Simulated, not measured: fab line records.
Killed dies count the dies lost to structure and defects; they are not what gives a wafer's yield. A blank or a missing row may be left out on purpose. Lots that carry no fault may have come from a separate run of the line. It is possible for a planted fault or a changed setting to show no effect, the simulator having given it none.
Which of the tools did it? | flow sky130 | 13 lots with 39 wafers sampled at 4 steps, on a route of 708 steps

== WHAT THE GAUGES SHOWED, per wafer ==
SKY_SD_N_RS_MEAS_16: measures by four-point-probe.
lot  | measured     | on            | SD_N_RS (ohm/sq)
L316 | day 27 15:34 | film_metro-02 | 68.49 68.55 68.68
L317 | day 28 07:26 | film_metro-04 | 68.51 68.42 68.54
L318 | day 28 11:04 | film_metro-01 | 68.47 68.62 68.48
L319 | day 29 03:00 | film_metro-01 | 68.44 68.32 68.47
L320 | day 29 07:19 | film_metro-04 | 68.40 68.28 68.35
L322 | day 29 23:36 | film_metro-02 | 68.50 68.51 68.49
L324 | day 30 20:31 | film_metro-02 | 68.33 68.34 68.42
L326 | day 31 13:08 | film_metro-02 | 68.78 68.74 68.61
L328 | day 32 03:52 | film_metro-02 | 68.31 68.45 68.32
L330 | day 32 20:39 | film_metro-01 | 68.58 68.61 68.69
L337 | day 35 00:12 | film_metro-04 | 68.29 68.54 68.31
L338 | day 35 03:27 | film_metro-01 | 68.48 68.43 68.56
L339 | day 35 08:25 | film_metro-01 | 68.61 68.52 68.70

SKY_SD_N_RS_MEAS_17: measures by four-point-probe.
lot  | measured     | on            | SD_P_RS (ohm/sq)
L316 | day 27 15:41 | film_metro-02 | 147.2 147.2 147.4
L317 | day 28 07:34 | film_metro-04 | 147.3 146.9 147.1
L318 | day 28 11:11 | film_metro-01 | 147.1 147.0 147.1
L319 | day 29 03:07 | film_metro-01 | 146.6 147.0 146.9
L320 | day 29 07:26 | film_metro-04 | 146.7 146.4 146.7
L322 | day 29 23:43 | film_metro-02 | 146.8 147.0 146.8
L324 | day 30 20:38 | film_metro-02 | 146.6 146.4 146.6
L326 | day 31 13:16 | film_metro-02 | 148.0 147.7 147.4
L328 | day 32 03:59 | film_metro-02 | 146.6 147.1 146.5
L330 | day 32 20:46 | film_metro-01 | 147.5 146.9 147.6
L337 | day 35 00:19 | film_metro-04 | 146.5 147.0 146.8
L338 | day 35 03:34 | film_metro-01 | 147.2 147.1 146.8
L339 | day 35 08:32 | film_metro-01 | 147.2 147.5 147.8

SKY_LI_CONTACT_CD_MEAS_12: target cd 170 nm.
lot  | measured     | on        | cd_nm (nm)
L316 | day 28 20:32 | cd_sem-02 | 167.6 168.3 166.4
L317 | day 29 12:06 | cd_sem-01 | 170.3 168.2 168.8
L318 | day 29 16:17 | cd_sem-02 | 170.9 170.6 170.7
L319 | day 30 08:05 | cd_sem-01 | 168.9 166.9 168.3
L320 | day 30 12:38 | cd_sem-02 | 170.1 171.4 170.0
L322 | day 31 04:49 | cd_sem-01 | 169.9 170.3 169.4
L324 | day 32 01:11 | cd_sem-02 | 167.1 169.0 168.4
L326 | day 32 16:54 | cd_sem-01 | 171.9 172.8 170.6
L328 | day 33 07:10 | cd_sem-02 | 133.8 136.1 135.5
L330 | day 34 00:01 | cd_sem-02 | 170.4 172.3 170.2
L337 | day 36 03:41 | cd_sem-01 | 172.3 174.2 172.5
L338 | day 36 06:31 | cd_sem-01 | 168.1 169.5 168.1
L339 | day 36 11:26 | cd_sem-01 | 169.7 170.0 169.7

== WHICH TOOL RAN EACH LOT (tool, then ch and the chambers of the sampled wafers, then the start) ==
lot  | SKY_LI_CONTACT_EXPOSE_09
L316 | krf_scanner-01 ch 0, day 28 06:33
L317 | krf_scanner-02 ch 0, day 28 23:01
L318 | krf_scanner-02 ch 0, day 29 02:55
L319 | krf_scanner-02 ch 0, day 29 17:41
L320 | krf_scanner-01 ch 0, day 29 22:37
L322 | krf_scanner-01 ch 0, day 30 14:05
L324 | krf_scanner-02 ch 0, day 31 11:59
L326 | krf_scanner-02 ch 0, day 32 03:21
L328 | krf_scanner-02 ch 0, day 32 18:37
L330 | krf_scanner-02 ch 0, day 33 10:46
L337 | krf_scanner-02 ch 0, day 35 13:49
L338 | krf_scanner-02 ch 0, day 35 17:14
L339 | krf_scanner-01 ch 0, day 35 23:05
- SKY_LI_CONTACT_EXPOSE_09: exposes mask LICM1, target cd 170 nm.

== AS READ BY THE TOOLS THEMSELVES (means over the sampled wafers that have a number; for cases with no such wafer, the mark the record gives instead) ==
The record holds no such reading with a usual standard deviation.

== THE ANSWER, worked out from the rows above alone ==
Rule: the usual values come from the lots themselves. The widest of any qualifying gaps counts: lots, ordered by their means at a reading, are off when they make up no more than a third of the lots, leave a main group of 4 or more, and stand apart from it by 3 or more times the standard deviation of that group's means. A main group whose means are all the same, to the digits that the tables above print for the reading, isn't used. Also off: a lot with no number at a reading for which 4 or more lots have one. Where the step has rows for the other lots, those lots are counted as sound. First the gauges in route order, then the tools' own readings, where a lot's mean is used as printed above. At the first step where some lot is off, the reading lying furthest off is the one used; lots without a number count as furthest.
Off: L328, at SKY_LI_CONTACT_CD_MEAS_12 (cd_nm). Main group: mean 169.8 nm, sd 1.6.
If a tool, at a process step before that reading, ran all the lots that are off and no sound lot after the first of them, it fits. Those tools and the gauges at SKY_LI_CONTACT_CD_MEAS_12 are tried in the same way. Not one of the candidates tried fits.

== WHAT THE SIMULATOR PUT IN ==
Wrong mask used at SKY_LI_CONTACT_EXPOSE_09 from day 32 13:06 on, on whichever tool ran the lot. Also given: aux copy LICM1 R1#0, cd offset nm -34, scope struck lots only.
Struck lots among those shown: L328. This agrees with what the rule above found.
